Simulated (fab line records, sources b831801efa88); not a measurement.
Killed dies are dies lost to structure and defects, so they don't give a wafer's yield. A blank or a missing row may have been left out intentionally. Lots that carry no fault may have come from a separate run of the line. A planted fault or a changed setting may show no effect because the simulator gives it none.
Matching of chambers ; flow gf180mcu ; GF_V2_CMP_04 on cmp-01 has 4 sister chambers
The step polishes SiO2. 14 wafers are shown with their chamber, then 7 later ones without.

## WAFERS PAIRED WITH THEIR CHAMBERS
wafer;chamber;motor_current_A (A);time_to_endpoint_s (s);slurry_flow_ml_min
L771.2;0;12.8;80;149.9
L771.3;1;11.4;80;150.3
L771.5;3;11.7;87;149.9
L772.3;2;14.7;82;149.8
L772.5;1;11.4;91;150.4
L772.6;2;14.4;86;150.2
L775.1;3;11.7;84;149.2
L775.4;1;11.0;85;150.4
L775.5;2;14.0;84;148.8
L778.1;2;13.8;76;150.0
L778.3;1;10.7;77;149.8
L778.5;3;11.9;84;149.5
L785.3;3;11.8;83;150.4
L785.4;2;14.5;80;150.1

SIGNATURES (means of the wafers above)
reading;chamber 0;chamber 1;chamber 2;chamber 3;scatter within a chamber
motor_current_A;12.800;11.125;14.280;11.775;0.304
time_to_endpoint_s;80.00;83.25;81.60;84.50;4.25
slurry_flow_ml_min;149.900;150.225;149.780;149.750;0.484
Rule: a wafer lies at a distance from a chamber equal to the root of the sum of squares, over the readings, of (its reading less the chamber's mean, divided by the reading's scatter). The wafer belongs to the nearest chamber; if the next one is less than 2 further off, it can't be placed. The scatter: take each reading less its chamber's mean, square it, sum over the shown wafers, divide by the number of wafers less the number of chambers, and take the root.

## WAFERS WITH NO CHAMBER GIVEN
wafer;motor_current_A (A);time_to_endpoint_s (s);slurry_flow_ml_min
L785.6;12.3;85;150.8
L792.3;14.1;80;150.1
L792.5;14.1;90;149.8
L792.6;11.7;82;149.4
L794.1;14.1;84;150.1
L794.3;11.6;84;150.0
L794.5;11.9;87;149.7

## EACH ONE'S CHAMBER
wafer;from the rows above;in truth
L785.6;can't be placed: 0 or 3 or 1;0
L792.3;2;2
L792.5;2;2
L792.6;can't be placed: 3 or 1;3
L794.1;2;2
L794.3;can't be placed: 3 or 1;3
L794.5;3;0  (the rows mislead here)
3 of 7 placed correctly. These rows do not allow placing 3 (true chamber among the candidates in 3). Number placed wrongly: 1.
